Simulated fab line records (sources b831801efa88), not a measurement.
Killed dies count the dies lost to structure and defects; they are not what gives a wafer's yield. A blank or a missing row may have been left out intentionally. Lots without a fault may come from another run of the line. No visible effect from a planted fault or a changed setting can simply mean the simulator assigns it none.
A struck lot beside a sound one || flow sky130 || 38 steps out of a route of 708
Sound: the wafers L180.3, L180.4, L180.6. Struck: wafers L186.2, L186.6. (L186.3 of the same lot was not struck and is left out.) The cause comes at the end.
Order at every step that has rows: each side's tool, ch and its chambers, its first start. Under that, the readings that differ: sound wafers || struck wafers || difference of the means || sigmas: that difference in standard deviations of wafers without a fault.
alike: a reading whose means differ by less than 2 such deviations, as well as words and numbers matching on both sides. not compared: withheld readings; readings where some wafer has no value; bounds like >300 that might hide an equal value; numbers whose values overlap and for which the record gives no deviation.
Wherever a step has rows on one side only, a row that says differs or no value, or a row with sigmas, the two part there. When numbers do not overlap yet have no deviation, they are printed without sigmas and do not part them. Lack of a reading on every wafer of one side parts them only where that side has two or more wafers.

first, 9 steps without rows for these wafers: SKY_VIA3_SPUTTER_20 (material TiN, target thk 20 nm, time 80 s); SKY_VIA3_CVD_21 (deposits W, target thk 390 nm, time 117.31 s); SKY_VIA3_CMP_24 (polishes, stops on SiO2, t overpolish 20 s, target thk 0 nm); SKY_METAL4_SPUTTER_00 (material Ti, target thk 15 nm, time 10 s); SKY_METAL4_SPUTTER_01 (material TiN, target thk 20 nm, time 16.7 s); SKY_METAL4_SPUTTER_02 (material AlCu, target thk 735 nm, time 39.1 s); SKY_METAL4_SPUTTER_03 (material Ti, target thk 5 nm, time 3.3 s); SKY_METAL4_SPUTTER_04 (material TiN, target thk 70 nm, time 58.3 s); SKY_CAP2M_CVD_00 (deposits SiO2, target thk 15.5 nm).
SKY_CAP2M_SPUTTER_02: material TiN, target thk 200 nm, time 166.7 s.
  struck on pvdSputter-01, day 46 00:05; sound on pvdSputter-03, day 44 12:00
{"reading": "model.TiN_of_CAP2M_SPUTTER_02.thkNm (nm)", "sound": "203.7 201.9 203.6", "struck": "115 117.4", "difference": -87, "sigmas": ""}
  alike: throttleValvePct
SKY_CAP2M_RS_MEAS_03: a four-point-probe measurement.
  struck on filmMetro-02, day 46 00:13; sound on filmMetro-01, day 44 12:09
{"reading": "CAP2M_TIN_RS (ohm/sq)", "sound": "6.76 6.85 6.78", "struck": "12.20 11.95", "difference": "+5.28", "sigmas": "+69"}
SKY_CAP2M_THK_MEAS_04: measures by xrf.
  struck on filmMetro-02, day 46 00:20; sound on filmMetro-01, day 44 12:15
{"reading": "CAP2M_TIN_THK (nm)", "sound": "207.1 204.1 205.5", "struck": "115.3 118.6", "difference": -88.6, "sigmas": -34}
then, 7 steps without rows for these wafers: SKY_CAP2M_DEHYDRATE_05 (time 60 s); SKY_CAP2M_HMDS_06 (prime time 60 s); SKY_CAP2M_COAT_07 (resist thk 1140 nm); SKY_CAP2M_SOFTBAKE_08 (time 60 s); SKY_CAP2M_EXPOSE_09 (exposes mask CAP2M, target cd 1000 nm); SKY_CAP2M_PEB_10; SKY_CAP2M_DEVELOP_11 (develop time 60 s).
SKY_CAP2M_METAL_ETCH_13: etches TiN in Cl2/BCl3, stops on SiO2, target depth 220 nm, time 62.9 s.
  sound on rieMetal-03 ch 0,1, day 45 10:40; struck on rieMetal-03 ch 0,1, day 46 21:38
{"reading": "oesProductAu (a.u.)", "sound": "0.959 0.944 0.946", "struck": "0.699 0.707", "difference": -0.247, "sigmas": -32}
{"reading": "throttleValvePct (%)", "sound": "21.892 21.878 21.888", "struck": "22.055 22.061", "difference": "+0.172", "sigmas": "+18"}
  alike: bcl3FlowSccm, drypumpMotorCurrentA
  not compared: rfHoursCounterH
then, 16 steps without rows for these wafers: SKY_CAP2M_STRIP_14 (strips in O2/N2); SKY_CAP2M_STRIP_15 (strips in post etch residue remover, time 1200 s); SKY_CAP2M_CLEAN_16 (cleans in IPA, time 180 s); SKY_CAP2M_CLEAN_17 (cleans in O3/DIW); SKY_METAL4_DEHYDRATE_05 (time 60 s); SKY_METAL4_HMDS_06 (prime time 60 s); SKY_METAL4_COAT_07 (resist thk 60 nm); SKY_METAL4_COAT_08 (resist thk 1140 nm); SKY_METAL4_SOFTBAKE_09 (time 90 s); SKY_METAL4_EXPOSE_10 (exposes mask MM4, target cd 300 nm); SKY_METAL4_PEB_11; SKY_METAL4_DEVELOP_12 (develop time 60 s); SKY_METAL4_DESCUM_15 (chemistry O2, time 8 s); SKY_METAL4_ETCH_16 (etches BARC in N2/H2, stops on SiO2, time 88.2 s, target depth 60 nm); SKY_METAL4_ETCH_17 (etches SiO2 in C4F8/O2/Ar, stops on TiN, time 3.9 s, target depth 15 nm); SKY_METAL4_METAL_ETCH_18 (etches the open film in Cl2/BCl3, stops on SiO2, target depth 845 nm, time 183.1 s).
SKY_METAL4_STRIP_20: strips in post etch residue remover, time 1200 s.
  sound on wetBench-02 ch 3, day 46 10:07; struck on wetBench-02 ch 0, day 47 20:28
{"reading": "model.TiN_of_CAP2M_SPUTTER_02.thkNm (nm)", "sound": "202.9 201 202.7", "struck": "114.1 116.6", "difference": -86.8, "sigmas": ""}
  alike: bathGuardTempC
-- the record jumps here: 3 days lie between the struck wafers' starts before and after (it left off in module METAL4 and takes up again in module PAD_OPEN, whose first step shown is number 708 of the route) --
SKY_PAD_OPEN_PROBE_99:
  struck on prober-02, day 51 03:52; sound on prober-02, day 50 01:55
{"reading": "model.etest.capMim2.plateOhmSq", "sound": "5.886 5.947 5.901", "struck": "10.51 10.15", "difference": "+4.42", "sigmas": ""}
{"reading": "model.etest.capMim2.bvV (V)", "sound": "13.49 14.09 13.74", "struck": "11.42 11.77", "difference": -2.18, "sigmas": ""}
{"reading": "model.etest.capMim2.leakLog10ACm2", "sound": "-8.961 -8.931 -8.957", "struck": "-7.978 -8.073", "difference": "+0.924", "sigmas": ""}
  alike: defectLimitedYield, killed_at_M0_to_M3, killed_at_M4_up, killedAtContacts, killedAtFrontEnd, killedAtOther, killedDies, killedOpen, killedShort, sort_bin_3_pad_short, sort_bin_5_function, sort_bin_6_memory, sortNPass, sortYieldPct

WHERE THEY PART
Last at SKY_CAP2M_METAL_ETCH_13 as far as this record goes, first at SKY_CAP2M_RS_MEAS_03. Later steps at which nothing parts them and some readings are alike: SKY_METAL4_STRIP_20, SKY_PAD_OPEN_PROBE_99.

WHY: what the simulator had put in
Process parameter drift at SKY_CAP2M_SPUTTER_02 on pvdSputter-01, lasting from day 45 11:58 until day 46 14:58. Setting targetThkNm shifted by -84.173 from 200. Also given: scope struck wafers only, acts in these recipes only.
